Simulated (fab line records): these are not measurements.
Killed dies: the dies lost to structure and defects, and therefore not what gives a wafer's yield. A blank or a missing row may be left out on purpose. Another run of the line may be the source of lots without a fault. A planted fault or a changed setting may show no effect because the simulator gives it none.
Matching of chambers    flow sky130    4 sister chambers for SKY_VIA4_CMP_21 on cmp-02
The step polishes, stops on SiO2, t overpolish 25 s, target thk 0 nm. 8 wafers are shown with their chamber, then 12 later ones without.

EACH WAFER AND ITS CHAMBER
wafer   chamber  motor_current_A (A)  time_to_endpoint_s (s)
L086.3  3        10.5                 117
L086.6  1        10.5                 124
L088.1  0        11.1                 125
L088.3  2        10.0                 129
L088.6  2        9.7                  128
L090.4  3        11.1                 124
L090.5  1        9.8                  120
L090.6  0        12.0                 122

WAFERS WHOSE CHAMBER IS MISSING
wafer   motor_current_A (A)  time_to_endpoint_s (s)
L089.1  11.4                 126
L089.3  10.6                 123
L089.6  10.1                 125
L091.3  10.1                 128
L091.4  10.2                 128
L091.5  9.9                  129
L092.1  10.3                 122
L092.4  10.3                 127
L092.5  12.1                 126
L096.2  10.2                 125
L096.3  12.3                 124
L096.5  9.8                  128

CHAMBER TAKEN BY EACH
wafer   from the rows above                in truth
L089.1  can't be placed: 0 or 3            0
L089.3  can't be placed: 3 or 1 or 0 or 2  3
L089.6  can't be placed: 1 or 2 or 3       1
L091.3  can't be placed: 2 or 1            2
L091.4  can't be placed: 2 or 1 or 3       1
L091.5  2                                  2
L092.1  can't be placed: 1 or 3            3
L092.4  can't be placed: 2 or 1 or 3 or 0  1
L092.5  can't be placed: 0 or 3            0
L096.2  can't be placed: 1 or 2 or 3 or 0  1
L096.3  can't be placed: 0 or 3            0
L096.5  can't be placed: 2 or 1            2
Correct placement for 1 of the 12. These rows do not allow placing 11 (true chamber among the candidates in 11). Number placed wrongly: 0.
How it was worked out, from the rows above alone: a wafer's distance from a chamber is the root of the sum, over the readings, of the square of ((its reading less the chamber's mean) divided by the reading's scatter). If the next closest chamber is less than 2 further off than the closest, the wafer can't be placed; otherwise it belongs to the closest. The mean given for a chamber averages the wafers shown for that chamber. The scatter: the root of (the sum of the squares of (reading less its chamber's mean) over the shown wafers, divided by (wafers less chambers)).
